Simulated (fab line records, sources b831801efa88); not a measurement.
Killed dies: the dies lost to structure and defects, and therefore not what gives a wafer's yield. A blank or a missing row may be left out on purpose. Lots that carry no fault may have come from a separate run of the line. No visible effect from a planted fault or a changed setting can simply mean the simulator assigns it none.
Matching of chambers || flow sky130 || SKY_VIA1_CMP_02 on cmp-02: 4 sister chambers
The step polishes SiO2. 4 wafers are shown with their chamber, then 7 later ones without.

## WAFERS, EACH WITH ITS CHAMBER
{"wafer": "L193.4", "chamber": 3, "motor_current_A (A)": 12.5}
{"wafer": "L196.4", "chamber": 0, "motor_current_A (A)": 14.4}
{"wafer": "L199.3", "chamber": 2, "motor_current_A (A)": 13.8}
{"wafer": "L199.4", "chamber": 1, "motor_current_A (A)": 12.5}

## WAFERS WHOSE CHAMBER IS MISSING
{"wafer": "L199.6", "motor_current_A (A)": 11.5}
{"wafer": "L200.1", "motor_current_A (A)": 11.5}
{"wafer": "L200.4", "motor_current_A (A)": 14.0}
{"wafer": "L200.5", "motor_current_A (A)": 14.7}
{"wafer": "L208.2", "motor_current_A (A)": 12.2}
{"wafer": "L208.5", "motor_current_A (A)": 12.2}
{"wafer": "L208.6", "motor_current_A (A)": 12.6}

## CHAMBER TAKEN BY EACH
{"wafer": "L199.6", "from the rows above": "can't be placed: 1 or 3", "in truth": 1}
{"wafer": "L200.1", "from the rows above": "can't be placed: 1 or 3", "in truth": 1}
{"wafer": "L200.4", "from the rows above": "can't be placed: 2 or 0", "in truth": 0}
{"wafer": "L200.5", "from the rows above": "can't be placed: 0 or 2", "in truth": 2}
{"wafer": "L208.2", "from the rows above": "can't be placed: 1 or 3", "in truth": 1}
{"wafer": "L208.5", "from the rows above": "can't be placed: 1 or 3", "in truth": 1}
{"wafer": "L208.6", "from the rows above": "can't be placed: 1 or 3 or 2", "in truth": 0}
Correctly placed: 0 of 7. Not placeable from these rows: 7 (in 6, the candidates include the true chamber). Wrongly placed: 0.
How it was worked out, from the rows above alone: a wafer's distance from a chamber is the root of the sum, over the readings, of the square of ((its reading less the chamber's mean) divided by the reading's scatter). The wafer belongs to the nearest chamber; if the next one is less than 2 further off, it can't be placed. A chamber's mean is the mean of its shown wafers. The scatter: root of mean squared gap, hidden wafer to nearest shown wafer, with one shown wafer a chamber.
